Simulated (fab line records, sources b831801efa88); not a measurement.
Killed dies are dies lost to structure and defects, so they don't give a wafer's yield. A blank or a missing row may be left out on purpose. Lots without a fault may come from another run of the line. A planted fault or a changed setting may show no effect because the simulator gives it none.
One fault seen from 2 desks | flow gf180mcu | each desk has only its own numbers; what lay behind them comes last

THE METROLOGY DESK
What the gauges read, lot by lot, whatever tool the lot ran on: means of the sampled wafers that have a number. A lot is out of limits, marked OUT, if its mean lies more than 4 standard deviations from the usual mean; the brackets give that distance.
Columns: A = HV_LDD_4_TW at GF_HV_LDD_TW_MEAS_50, usual 566; B = SALICIDE_TIN_RS at GF_SALICIDE_RS_MEAS_04, usual 16.5 ohm/sq
lot  | first seen here | A                    | B
L827 | day 12 13:15    | 570                  | 16.6
L830 | day 13 12:08    | 571                  | 16.4
L831 | day 13 18:28    | 567                  | 16.2
L832 | day 14 10:27    | 568                  | 16.0
L833 | day 15 01:41    | 559                  | 16.4
L835 | day 16 00:27    | 571                  | 16.0
L836 | day 16 12:37    | 568                  | 16.6
L837 | day 16 21:54    | 30 (-99 or more) OUT | -
L840 | day 17 00:02    | 30 (-99 or more) OUT | -
L845 | day 18 18:15    | 566                  | 16.6
L846 | day 18 22:54    | 571                  | 16.8
L847 | day 19 08:25    | 573                  | 17.1
L848 | day 19 16:18    | 559                  | 16.9
L849 | day 20 01:16    | 558                  | 16.8
This desk's finding: out of limits on L837, L840; first on L837, day 16 21:54 (HV_LDD_4_TW at GF_HV_LDD_TW_MEAS_50). In limits: L827, L830, L831, L832, L833, L835, L836, L845, L846, L847, L848, L849.

THE TOOL OWNER'S DESK: implanter-02
The tool's own readings at GF_HV_LDD_IMPLANT_48: means of the sampled wafers that have a number, for each lot that ran on this tool. A lot is out of limits, marked OUT, if its mean lies more than 4 standard deviations from the usual mean; the brackets give that distance.
Columns: A = beam_energy_keV at GF_HV_LDD_IMPLANT_48, usual 25.000; B = beam_on_s at GF_HV_LDD_IMPLANT_48, usual 9.99 s
lot  | first seen here | A      | B
L827 | day 12 13:00    | 25.007 | 9.88
L831 | day 13 18:15    | 25.004 | 10.01
L845 | day 18 18:00    | 24.997 | 10.03
L848 | day 19 16:03    | 24.986 | 9.88
L849 | day 20 01:01    | 25.006 | 10.04
This desk's finding: nothing out of limits on any of the 5 lots.

PUT TOGETHER
The metrology desk could have raised an alarm at day 16 21:54, on L837, L840.
The tool owner's desk saw nothing out of limits.
The tool owner's desk has no number on record for L837, L840.
Of the lots named, all ran GF_HV_LDD_IMPLANT_48 on implanter-02.

WHAT THE SIMULATOR HAD PUT IN
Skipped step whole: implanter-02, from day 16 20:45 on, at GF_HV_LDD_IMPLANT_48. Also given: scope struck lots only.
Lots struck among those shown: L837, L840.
Hours from the fault's start to each desk's first reading out of limits: the metrology desk, 1.
